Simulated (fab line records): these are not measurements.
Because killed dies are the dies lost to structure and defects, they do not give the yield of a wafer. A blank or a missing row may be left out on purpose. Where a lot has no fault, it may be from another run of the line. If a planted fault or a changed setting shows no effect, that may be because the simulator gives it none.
Which tool did it? :: flow gf180mcu :: Sampling: 24 lots, 72 wafers, 6 of 602 route steps

== WHAT EACH GAUGE READ, for each wafer ==
GF_V2_THK_MEAS_01. Usual: for V2_CVD_00_THK the level is 597 nm and the standard deviation is 5.4.
lot: L074
measured: day 19 11:58
on: film-metro-03
V2_CVD_00_THK (nm): 600 592 594
flag: 

lot: L075
measured: day 19 15:54
on: film-metro-03
V2_CVD_00_THK (nm): 598 593 593
flag: 

lot: L076
measured: day 20 04:54
on: film-metro-01
V2_CVD_00_THK (nm): 597 590 600
flag: 

lot: L077
measured: day 20 10:04
on: film-metro-01
V2_CVD_00_THK (nm): 596 586 595
flag: 

lot: L078
measured: day 20 17:38
on: film-metro-02
V2_CVD_00_THK (nm): 595 594 596
flag: 

lot: L079
measured: day 21 04:20
on: film-metro-02
V2_CVD_00_THK (nm): 589 594 596
flag: 

lot: L080
measured: day 21 14:05
on: film-metro-03
V2_CVD_00_THK (nm): 595 588 594
flag: 

lot: L081
measured: day 22 03:09
on: film-metro-03
V2_CVD_00_THK (nm): 592 593 588
flag: 

lot: L082
measured: day 22 14:38
on: film-metro-01
V2_CVD_00_THK (nm): 590 598 597
flag: 

lot: L083
measured: day 22 18:42
on: film-metro-01
V2_CVD_00_THK (nm): 592 593 589
flag: 

lot: L084
measured: day 23 01:48
on: film-metro-03
V2_CVD_00_THK (nm): 597 591 595
flag: 

lot: L085
measured: day 23 12:50
on: film-metro-02
V2_CVD_00_THK (nm): 606 598 596
flag: 

lot: L086
measured: day 23 21:38
on: film-metro-03
V2_CVD_00_THK (nm): 600 607 608
flag: 

lot: L087
measured: day 24 01:37
on: film-metro-03
V2_CVD_00_THK (nm): 588 597 588
flag: 

lot: L088
measured: day 24 14:21
on: film-metro-02
V2_CVD_00_THK (nm): 606 608 595
flag: 

lot: L089
measured: day 24 21:26
on: film-metro-01
V2_CVD_00_THK (nm): 601 601 600
flag: 

lot: L090
measured: day 25 06:27
on: film-metro-01
V2_CVD_00_THK (nm): 609 598 601
flag: 

lot: L091
measured: day 25 09:08
on: film-metro-03
V2_CVD_00_THK (nm): 604 602 599
flag: 

lot: L092
measured: day 25 16:56
on: film-metro-01
V2_CVD_00_THK (nm): 602 586 592
flag: 

lot: L093
measured: day 25 21:33
on: film-metro-02
V2_CVD_00_THK (nm): 598 595 595
flag: 

lot: L094
measured: day 26 06:43
on: film-metro-01
V2_CVD_00_THK (nm): 608 606 603
flag: 

lot: L095
measured: day 26 12:07
on: film-metro-02
V2_CVD_00_THK (nm): 598 598 598
flag: 

lot: L096
measured: day 26 21:55
on: film-metro-01
V2_CVD_00_THK (nm): 600 597 601
flag: 

lot: L097
measured: day 27 02:10
on: film-metro-02
V2_CVD_00_THK (nm): 590 594 597
flag: 

GF_M4_THK_MEAS_06: measures by xrf. Usual: for M4_ALCU_THK the level is 441 nm and the standard deviation is 4.6.
lot: L074
measured: day 22 16:53
on: film-metro-03
M4_ALCU_THK (nm): 447 442 451
flag: 

lot: L075
measured: day 22 20:05
on: film-metro-03
M4_ALCU_THK (nm): 439 435 436
flag: 

lot: L076
measured: day 23 08:06
on: film-metro-04
M4_ALCU_THK (nm): 447 445 445
flag: 

lot: L077
measured: day 23 13:47
on: film-metro-03
M4_ALCU_THK (nm): 444 447 444
flag: 

lot: L078
measured: day 23 20:29
on: film-metro-03
M4_ALCU_THK (nm): 435 438 435
flag: 

lot: L079
measured: day 24 07:13
on: film-metro-04
M4_ALCU_THK (nm): 439 442 442
flag: 

lot: L080
measured: day 24 16:45
on: film-metro-04
M4_ALCU_THK (nm): 443 440 444
flag: 

lot: L081
measured: day 25 03:19
on: film-metro-03
M4_ALCU_THK (nm): 448 447 447
flag: 

lot: L082
measured: day 25 16:33
on: film-metro-04
M4_ALCU_THK (nm): 441 445 443
flag: 

lot: L083
measured: day 25 18:20
on: film-metro-03
M4_ALCU_THK (nm): 444 442 443
flag: 

lot: L084
measured: day 26 01:17
on: film-metro-04
M4_ALCU_THK (nm): 442 443 444
flag: 

lot: L085
measured: day 26 11:04
on: film-metro-04
M4_ALCU_THK (nm): 436 436 435
flag: 

lot: L086
measured: day 26 19:28
on: film-metro-03
M4_ALCU_THK (nm): 435 443 440
flag: 

lot: L087
measured: day 26 21:50
on: film-metro-04
M4_ALCU_THK (nm): 444 440 441
flag: 

lot: L088
measured: day 27 11:07
on: film-metro-04
M4_ALCU_THK (nm): 437 441 442
flag: 

lot: L089
measured: day 27 16:59
on: film-metro-02
M4_ALCU_THK (nm): 447 445 445
flag: 

lot: L090
measured: day 28 01:32
on: film-metro-03
M4_ALCU_THK (nm): 437 434 436
flag: 

lot: L091
measured: day 28 03:52
on: film-metro-02
M4_ALCU_THK (nm): 441 441 439
flag: 

lot: L092
measured: day 28 10:57
on: film-metro-03
M4_ALCU_THK (nm): 446 449 448
flag: 

lot: L093
measured: day 28 15:40
on: film-metro-02
M4_ALCU_THK (nm): 438 434 439
flag: 

lot: L094
measured: day 28 23:43
on: film-metro-02
M4_ALCU_THK (nm): 439 439 433
flag: 

lot: L095
measured: day 29 06:16
on: film-metro-03
M4_ALCU_THK (nm): 444 445 447
flag: 

lot: L096
measured: day 29 14:28
on: film-metro-02
M4_ALCU_THK (nm): 433 432 434
flag: 

lot: L097
measured: day 29 18:09
on: film-metro-02
M4_ALCU_THK (nm): 436 438 433
flag: 

== WHICH TOOL RAN EACH LOT (tool, then ch and the chambers of the sampled wafers, then the start) ==
lot: L074
GF_V2_CMP_26: cmp-02 ch 0,1,3, day 20 14:16
GF_M3_SPUTTER_04: pvd-sputter-02, day 20 14:35
GF_V3_ETCH_16: rie-diel-03 ch 1,2, day 22 15:11
GF_M4_SPUTTER_03: pvd-sputter-01, day 22 16:41

lot: L075
GF_V2_CMP_26: cmp-01 ch 1,2, day 20 17:40
GF_M3_SPUTTER_04: pvd-sputter-03, day 20 18:05
GF_V3_ETCH_16: rie-diel-03 ch 2,3, day 22 18:22
GF_M4_SPUTTER_03: pvd-sputter-01, day 22 19:55

lot: L076
GF_V2_CMP_26: cmp-01 ch 1,3, day 21 06:25
GF_M3_SPUTTER_04: pvd-sputter-02, day 21 06:53
GF_V3_ETCH_16: rie-diel-04 ch 2,3, day 23 06:25
GF_M4_SPUTTER_03: pvd-sputter-04, day 23 07:55

lot: L077
GF_V2_CMP_26: cmp-02 ch 0,2, day 21 11:58
GF_M3_SPUTTER_04: pvd-sputter-01, day 21 12:26
GF_V3_ETCH_16: rie-diel-02 ch 2,3, day 23 12:04
GF_M4_SPUTTER_03: pvd-sputter-01, day 23 13:35

lot: L078
GF_V2_CMP_26: cmp-02 ch 0,1,3, day 21 19:13
GF_M3_SPUTTER_04: pvd-sputter-03, day 21 19:35
GF_V3_ETCH_16: rie-diel-04 ch 2,3, day 23 18:43
GF_M4_SPUTTER_03: pvd-sputter-01, day 23 20:16

lot: L079
GF_V2_CMP_26: cmp-02 ch 2,3, day 22 05:37
GF_M3_SPUTTER_04: pvd-sputter-02, day 22 06:06
GF_V3_ETCH_16: rie-diel-02 ch 0,3, day 24 05:31
GF_M4_SPUTTER_03: pvd-sputter-02, day 24 07:02

lot: L080
GF_V2_CMP_26: cmp-01 ch 0,1, day 22 15:31
GF_M3_SPUTTER_04: pvd-sputter-02, day 22 15:56
GF_V3_ETCH_16: rie-diel-03 ch 0,1, day 24 14:54
GF_M4_SPUTTER_03: pvd-sputter-01, day 24 16:34

lot: L081
GF_V2_CMP_26: cmp-02 ch 1,3, day 23 04:01
GF_M3_SPUTTER_04: pvd-sputter-02, day 23 04:29
GF_V3_ETCH_16: rie-diel-03 ch 0,1, day 25 01:36
GF_M4_SPUTTER_03: pvd-sputter-01, day 25 03:07

lot: L082
GF_V2_CMP_26: cmp-01 ch 0,1,3, day 23 15:55
GF_M3_SPUTTER_04: pvd-sputter-01, day 23 16:22
GF_V3_ETCH_16: rie-diel-03 ch 2,3, day 25 14:51
GF_M4_SPUTTER_03: pvd-sputter-02, day 25 16:22

lot: L083
GF_V2_CMP_26: cmp-02 ch 0,1,2, day 23 18:55
GF_M3_SPUTTER_04: pvd-sputter-02, day 23 19:21
GF_V3_ETCH_16: rie-diel-02 ch 0,3, day 25 16:37
GF_M4_SPUTTER_03: pvd-sputter-04, day 25 18:09

lot: L084
GF_V2_CMP_26: cmp-02 ch 0,1,2, day 24 02:25
GF_M3_SPUTTER_04: pvd-sputter-02, day 24 02:45
GF_V3_ETCH_16: rie-diel-04 ch 0,1,2, day 25 23:12
GF_M4_SPUTTER_03: pvd-sputter-01, day 26 01:05

lot: L085
GF_V2_CMP_26: cmp-02 ch 0,1,2, day 24 13:14
GF_M3_SPUTTER_04: pvd-sputter-02, day 24 13:40
GF_V3_ETCH_16: rie-diel-04 ch 1,2,3, day 26 09:22
GF_M4_SPUTTER_03: pvd-sputter-01, day 26 10:53

lot: L086
GF_V2_CMP_26: cmp-01 ch 0,1,2, day 24 21:54
GF_M3_SPUTTER_04: pvd-sputter-02, day 24 22:23
GF_V3_ETCH_16: rie-diel-04 ch 0,1,3, day 26 17:46
GF_M4_SPUTTER_03: pvd-sputter-04, day 26 19:17

lot: L087
GF_V2_CMP_26: cmp-01 ch 0,1,2, day 25 01:26
GF_M3_SPUTTER_04: pvd-sputter-03, day 25 01:49
GF_V3_ETCH_16: rie-diel-03 ch 1,3, day 26 20:07
GF_M4_SPUTTER_03: pvd-sputter-01, day 26 21:39

lot: L088
GF_V2_CMP_26: cmp-02 ch 1,2,3, day 25 13:31
GF_M3_SPUTTER_04: pvd-sputter-02, day 25 13:52
GF_V3_ETCH_16: rie-diel-04 ch 2,3, day 27 09:21
GF_M4_SPUTTER_03: pvd-sputter-02, day 27 10:55

lot: L089
GF_V2_CMP_26: cmp-02 ch 2,3, day 25 19:31
GF_M3_SPUTTER_04: pvd-sputter-02, day 25 19:59
GF_V3_ETCH_16: rie-diel-02 ch 1,2, day 27 15:07
GF_M4_SPUTTER_03: pvd-sputter-04, day 27 16:47

lot: L090
GF_V2_CMP_26: cmp-01 ch 0,2,3, day 26 05:45
GF_M3_SPUTTER_04: pvd-sputter-01, day 26 06:08
GF_V3_ETCH_16: rie-diel-04 ch 0,3, day 27 23:49
GF_M4_SPUTTER_03: pvd-sputter-01, day 28 01:21

lot: L091
GF_V2_CMP_26: cmp-02 ch 0,3, day 26 08:30
GF_M3_SPUTTER_04: pvd-sputter-03, day 26 08:59
GF_V3_ETCH_16: rie-diel-02 ch 0,1, day 28 02:07
GF_M4_SPUTTER_03: pvd-sputter-02, day 28 03:40

lot: L092
GF_V2_CMP_26: cmp-01 ch 1,2,3, day 26 16:00
GF_M3_SPUTTER_04: pvd-sputter-01, day 26 16:29
GF_V3_ETCH_16: rie-diel-02 ch 0,1, day 28 09:13
GF_M4_SPUTTER_03: pvd-sputter-01, day 28 10:45

lot: L093
GF_V2_CMP_26: cmp-02 ch 0,1, day 26 19:47
GF_M3_SPUTTER_04: pvd-sputter-02, day 26 20:13
GF_V3_ETCH_16: rie-diel-03 ch 1,2,3, day 28 13:52
GF_M4_SPUTTER_03: pvd-sputter-01, day 28 15:29

lot: L094
GF_V2_CMP_26: cmp-01 ch 0,2,3, day 27 04:55
GF_M3_SPUTTER_04: pvd-sputter-02, day 27 05:20
GF_V3_ETCH_16: rie-diel-02 ch 0,2,3, day 28 22:01
GF_M4_SPUTTER_03: pvd-sputter-01, day 28 23:32

lot: L095
GF_V2_CMP_26: cmp-02 ch 0,1,3, day 27 11:31
GF_M3_SPUTTER_04: pvd-sputter-01, day 27 11:54
GF_V3_ETCH_16: rie-diel-04 ch 1,2,3, day 29 04:31
GF_M4_SPUTTER_03: pvd-sputter-04, day 29 06:04

lot: L096
GF_V2_CMP_26: cmp-02 ch 2,3, day 27 20:18
GF_M3_SPUTTER_04: pvd-sputter-02, day 27 20:47
GF_V3_ETCH_16: rie-diel-04 ch 0,2,3, day 29 12:46
GF_M4_SPUTTER_03: pvd-sputter-02, day 29 14:16

lot: L097
GF_V2_CMP_26: cmp-02 ch 0,2,3, day 27 23:33
GF_M3_SPUTTER_04: pvd-sputter-01, day 28 00:02
GF_V3_ETCH_16: rie-diel-04 ch 0,2,3, day 29 16:25
GF_M4_SPUTTER_03: pvd-sputter-01, day 29 17:58
- GF_V2_CMP_26: polishes, stops on SiO2, t overpolish 15 s, target thk 0 nm.
- GF_M3_SPUTTER_04: material TiN, target thk 50 nm, time 41.7 s.
- GF_V3_ETCH_16: etches BARC in N2/H2.
- GF_M4_SPUTTER_03: material Ti, target thk 10 nm, time 6.7 s.

== AS READ BY THE TOOLS THEMSELVES (means over the sampled wafers that have a number; for cases with no such wafer, the mark the record gives instead) ==
GF_V2_CMP_26. Usual: motor-current-A 11.2 A, standard deviation 0.96; overpolish-run-s 15.002 s, standard deviation 0.0093; time-to-endpoint-s 82.0 s, standard deviation 2.9.
lot: L074
tool: cmp-02
motor-current-A (A): 10.5
overpolish-run-s (s): 15.006
time-to-endpoint-s (s): 84.4
flag: 

lot: L075
tool: cmp-01
motor-current-A (A): 12.5
overpolish-run-s (s): 14.999
time-to-endpoint-s (s): 86.3
flag: 

lot: L076
tool: cmp-01
motor-current-A (A): 12.4
overpolish-run-s (s): 15.015
time-to-endpoint-s (s): 83.3
flag: 

lot: L077
tool: cmp-02
motor-current-A (A): 11.1
overpolish-run-s (s): 15.005
time-to-endpoint-s (s): 80.5
flag: 

lot: L078
tool: cmp-02
motor-current-A (A): 10.5
overpolish-run-s (s): 15.001
time-to-endpoint-s (s): 83.7
flag: 

lot: L079
tool: cmp-02
motor-current-A (A): 10.4
overpolish-run-s (s): 15.003
time-to-endpoint-s (s): 82.5
flag: 

lot: L080
tool: cmp-01
motor-current-A (A): 12.4
overpolish-run-s (s): 15.010
time-to-endpoint-s (s): 81.2
flag: 

lot: L081
tool: cmp-02
motor-current-A (A): 11.0
overpolish-run-s (s): 15.003
time-to-endpoint-s (s): 82.9
flag: 

lot: L082
tool: cmp-01
motor-current-A (A): 12.2
overpolish-run-s (s): 14.997
time-to-endpoint-s (s): 79.8
flag: 

lot: L083
tool: cmp-02
motor-current-A (A): 10.8
overpolish-run-s (s): 15.002
time-to-endpoint-s (s): 80.0
flag: 

lot: L084
tool: cmp-02
motor-current-A (A): 10.6
overpolish-run-s (s): 14.999
time-to-endpoint-s (s): 81.2
flag: 

lot: L085
tool: cmp-02
motor-current-A (A): 10.6
overpolish-run-s (s): 14.997
time-to-endpoint-s (s): 83.2
flag: 

lot: L086
tool: cmp-01
motor-current-A (A): 12.5
overpolish-run-s (s): 15.005
time-to-endpoint-s (s): 78.1
flag: 

lot: L087
tool: cmp-01
motor-current-A (A): 12.6
overpolish-run-s (s): 14.999
time-to-endpoint-s (s): 79.1
flag: 

lot: L088
tool: cmp-02
motor-current-A (A): 10.6
overpolish-run-s (s): 15.004
time-to-endpoint-s (s): 83.8
flag: 

lot: L089
tool: cmp-02
motor-current-A (A): 10.4
overpolish-run-s (s): 15.009
time-to-endpoint-s (s): 81.3
flag: 

lot: L090
tool: cmp-01
motor-current-A (A): 11.8
overpolish-run-s (s): 15.009
time-to-endpoint-s (s): 82.4
flag: 

lot: L091
tool: cmp-02
motor-current-A (A): 10.3
overpolish-run-s (s): 14.999
time-to-endpoint-s (s): 85.5
flag: 

lot: L092
tool: cmp-01
motor-current-A (A): 11.9
overpolish-run-s (s): 15.013
time-to-endpoint-s (s): 81.3
flag: 

lot: L093
tool: cmp-02
motor-current-A (A): 11.2
overpolish-run-s (s): 14.997
time-to-endpoint-s (s): 80.6
flag: 

lot: L094
tool: cmp-01
motor-current-A (A): 11.7
overpolish-run-s (s): 15.001
time-to-endpoint-s (s): 83.8
flag: 

lot: L095
tool: cmp-02
motor-current-A (A): 10.6
overpolish-run-s (s): 14.994
time-to-endpoint-s (s): 79.4
flag: 

lot: L096
tool: cmp-02
motor-current-A (A): 10.8
overpolish-run-s (s): 14.999
time-to-endpoint-s (s): 80.9
flag: 

lot: L097
tool: cmp-02
motor-current-A (A): 10.4
overpolish-run-s (s): 15.008
time-to-endpoint-s (s): 85.2
flag: 

GF_M3_SPUTTER_04. Usual: throttle-valve-pct 30.1 %, standard deviation 0.97.
lot: L074
tool: pvd-sputter-02
throttle-valve-pct (%): 29.8
flag: 

lot: L075
tool: pvd-sputter-03
throttle-valve-pct (%): 29.1
flag: 

lot: L076
tool: pvd-sputter-02
throttle-valve-pct (%): 30.2
flag: 

lot: L077
tool: pvd-sputter-01
throttle-valve-pct (%): 31.4
flag: 

lot: L078
tool: pvd-sputter-03
throttle-valve-pct (%): 29.4
flag: 

lot: L079
tool: pvd-sputter-02
throttle-valve-pct (%): 30.2
flag: 

lot: L080
tool: pvd-sputter-02
throttle-valve-pct (%): 29.5
flag: 

lot: L081
tool: pvd-sputter-02
throttle-valve-pct (%): 29.5
flag: 

lot: L082
tool: pvd-sputter-01
throttle-valve-pct (%): 30.5
flag: 

lot: L083
tool: pvd-sputter-02
throttle-valve-pct (%): 30.4
flag: 

lot: L084
tool: pvd-sputter-02
throttle-valve-pct (%): 30.2
flag: 

lot: L085
tool: pvd-sputter-02
throttle-valve-pct (%): 29.7
flag: 

lot: L086
tool: pvd-sputter-02
throttle-valve-pct (%): 30.0
flag: 

lot: L087
tool: pvd-sputter-03
throttle-valve-pct (%): 30.1
flag: 

lot: L088
tool: pvd-sputter-02
throttle-valve-pct (%): 30.0
flag: 

lot: L089
tool: pvd-sputter-02
throttle-valve-pct (%): 30.4
flag: 

lot: L090
tool: pvd-sputter-01
throttle-valve-pct (%): 29.7
flag: 

lot: L091
tool: pvd-sputter-03
throttle-valve-pct (%): 29.7
flag: 

lot: L092
tool: pvd-sputter-01
throttle-valve-pct (%): 31.2
flag: 

lot: L093
tool: pvd-sputter-02
throttle-valve-pct (%): 30.1
flag: 

lot: L094
tool: pvd-sputter-02
throttle-valve-pct (%): 30.2
flag: 

lot: L095
tool: pvd-sputter-01
throttle-valve-pct (%): 31.4
flag: 

lot: L096
tool: pvd-sputter-02
throttle-valve-pct (%): 30.6
flag: 

lot: L097
tool: pvd-sputter-01
throttle-valve-pct (%): 30.4
flag: 

GF_V3_ETCH_16. Usual: drypump-motor-current-A 5.7 A, standard deviation 0.47; oes-product-au 0.854 a.u., standard deviation 0.0051; throttle-valve-pct 13.224 %, standard deviation 0.0087.
lot: L074
tool: rie-diel-03
drypump-motor-current-A (A): 5.4
oes-product-au (a.u.): 0.853
throttle-valve-pct (%): 13.228
flag: 

lot: L075
tool: rie-diel-03
drypump-motor-current-A (A): 5.8
oes-product-au (a.u.): 0.850
throttle-valve-pct (%): 13.230
flag: 

lot: L076
tool: rie-diel-04
drypump-motor-current-A (A): 6.1
oes-product-au (a.u.): 0.854
throttle-valve-pct (%): 13.223
flag: 

lot: L077
tool: rie-diel-02
drypump-motor-current-A (A): 5.1
oes-product-au (a.u.): 0.848
throttle-valve-pct (%): 13.228
flag: 

lot: L078
tool: rie-diel-04
drypump-motor-current-A (A): 6.1
oes-product-au (a.u.): 0.857
throttle-valve-pct (%): 13.226
flag: 

lot: L079
tool: rie-diel-02
drypump-motor-current-A (A): 5.1
oes-product-au (a.u.): 0.855
throttle-valve-pct (%): 13.222
flag: 

lot: L080
tool: rie-diel-03
drypump-motor-current-A (A): 5.7
oes-product-au (a.u.): 0.854
throttle-valve-pct (%): 13.222
flag: 

lot: L081
tool: rie-diel-03
drypump-motor-current-A (A): 5.7
oes-product-au (a.u.): 0.861
throttle-valve-pct (%): 13.222
flag: 

lot: L082
tool: rie-diel-03
drypump-motor-current-A (A): 5.8
oes-product-au (a.u.): 0.856
throttle-valve-pct (%): 13.226
flag: 

lot: L083
tool: rie-diel-02
drypump-motor-current-A (A): 5.3
oes-product-au (a.u.): 0.859
throttle-valve-pct (%): 13.233
flag: 

lot: L084
tool: rie-diel-04
drypump-motor-current-A (A): 6.0
oes-product-au (a.u.): 0.852
throttle-valve-pct (%): 13.222
flag: 

lot: L085
tool: rie-diel-04
drypump-motor-current-A (A): 5.8
oes-product-au (a.u.): 0.851
throttle-valve-pct (%): 13.222
flag: 

lot: L086
tool: rie-diel-04
drypump-motor-current-A (A): 5.6
oes-product-au (a.u.): 0.855
throttle-valve-pct (%): 13.226
flag: 

lot: L087
tool: rie-diel-03
drypump-motor-current-A (A): 5.5
oes-product-au (a.u.): 0.857
throttle-valve-pct (%): 13.236
flag: 

lot: L088
tool: rie-diel-04
drypump-motor-current-A (A): 5.7
oes-product-au (a.u.): 0.859
throttle-valve-pct (%): 13.225
flag: 

lot: L089
tool: rie-diel-02
drypump-motor-current-A (A): 5.5
oes-product-au (a.u.): 0.852
throttle-valve-pct (%): 13.219
flag: 

lot: L090
tool: rie-diel-04
drypump-motor-current-A (A): 5.5
oes-product-au (a.u.): 0.857
throttle-valve-pct (%): 13.219
flag: 

lot: L091
tool: rie-diel-02
drypump-motor-current-A (A): 5.5
oes-product-au (a.u.): 0.854
throttle-valve-pct (%): 13.228
flag: 

lot: L092
tool: rie-diel-02
drypump-motor-current-A (A): 5.6
oes-product-au (a.u.): 0.857
throttle-valve-pct (%): 13.217
flag: 

lot: L093
tool: rie-diel-03
drypump-motor-current-A (A): 5.6
oes-product-au (a.u.): 0.854
throttle-valve-pct (%): 13.226
flag: 

lot: L094
tool: rie-diel-02
drypump-motor-current-A (A): 5.3
oes-product-au (a.u.): 0.849
throttle-valve-pct (%): 13.224
flag: 

lot: L095
tool: rie-diel-04
drypump-motor-current-A (A): 5.8
oes-product-au (a.u.): 0.854
throttle-valve-pct (%): 13.234
flag: 

lot: L096
tool: rie-diel-04
drypump-motor-current-A (A): 5.9
oes-product-au (a.u.): 0.855
throttle-valve-pct (%): 13.218
flag: 

lot: L097
tool: rie-diel-04
drypump-motor-current-A (A): 5.9
oes-product-au (a.u.): 0.854
throttle-valve-pct (%): 13.224
flag: 

GF_M4_SPUTTER_03. Usual: throttle-valve-pct 30.2 %, standard deviation 1.1.
lot: L074
tool: pvd-sputter-01
throttle-valve-pct (%): 30.1
flag: 

lot: L075
tool: pvd-sputter-01
throttle-valve-pct (%): 30.5
flag: 

lot: L076
tool: pvd-sputter-04
throttle-valve-pct (%): 29.0
flag: 

lot: L077
tool: pvd-sputter-01
throttle-valve-pct (%): 30.8
flag: 

lot: L078
tool: pvd-sputter-01
throttle-valve-pct (%): 30.2
flag: 

lot: L079
tool: pvd-sputter-02
throttle-valve-pct (%): 30.2
flag: 

lot: L080
tool: pvd-sputter-01
throttle-valve-pct (%): 30.5
flag: 

lot: L081
tool: pvd-sputter-01
throttle-valve-pct (%): 30.5
flag: 

lot: L082
tool: pvd-sputter-02
throttle-valve-pct (%): 30.2
flag: 

lot: L083
tool: pvd-sputter-04
throttle-valve-pct (%): 29.0
flag: 

lot: L084
tool: pvd-sputter-01
throttle-valve-pct (%): 31.3
flag: 

lot: L085
tool: pvd-sputter-01
throttle-valve-pct (%): 30.5
flag: 

lot: L086
tool: pvd-sputter-04
throttle-valve-pct (%): 29.0
flag: 

lot: L087
tool: pvd-sputter-01
throttle-valve-pct (%): 30.7
flag: 

lot: L088
tool: pvd-sputter-02
throttle-valve-pct (%): 29.8
flag: 

lot: L089
tool: pvd-sputter-04
throttle-valve-pct (%): 29.3
flag: 

lot: L090
tool: pvd-sputter-01
throttle-valve-pct (%): 30.5
flag: 

lot: L091
tool: pvd-sputter-02
throttle-valve-pct (%): 29.8
flag: 

lot: L092
tool: pvd-sputter-01
throttle-valve-pct (%): 30.2
flag: 

lot: L093
tool: pvd-sputter-01
throttle-valve-pct (%): 31.3
flag: 

lot: L094
tool: pvd-sputter-01
throttle-valve-pct (%): 29.8
flag: 

lot: L095
tool: pvd-sputter-04
throttle-valve-pct (%): 29.0
flag: 

lot: L096
tool: pvd-sputter-02
throttle-valve-pct (%): 30.0
flag: 

lot: L097
tool: pvd-sputter-01
throttle-valve-pct (%): 31.1
flag: 

== THE ANSWER, worked out from the rows above alone ==
Rule: take the mean of a lot's wafers that have a number; if it is more than 3 standard deviations from the usual mean, the lot is off. A lot without any number at a reading at which 4 lots or more have one is off too. Any other lot the step has rows for is counted as sound. Order of review: gauges by route order, followed by the tools' own readings, for which a lot's mean as printed above is used. The first step at which some lot is off is used, and at that step the reading that is off furthest; a lot without a number counts as furthest.
No lot is off at any reading shown: from this, nothing can be told.

== WHAT THE SIMULATOR PUT IN ==
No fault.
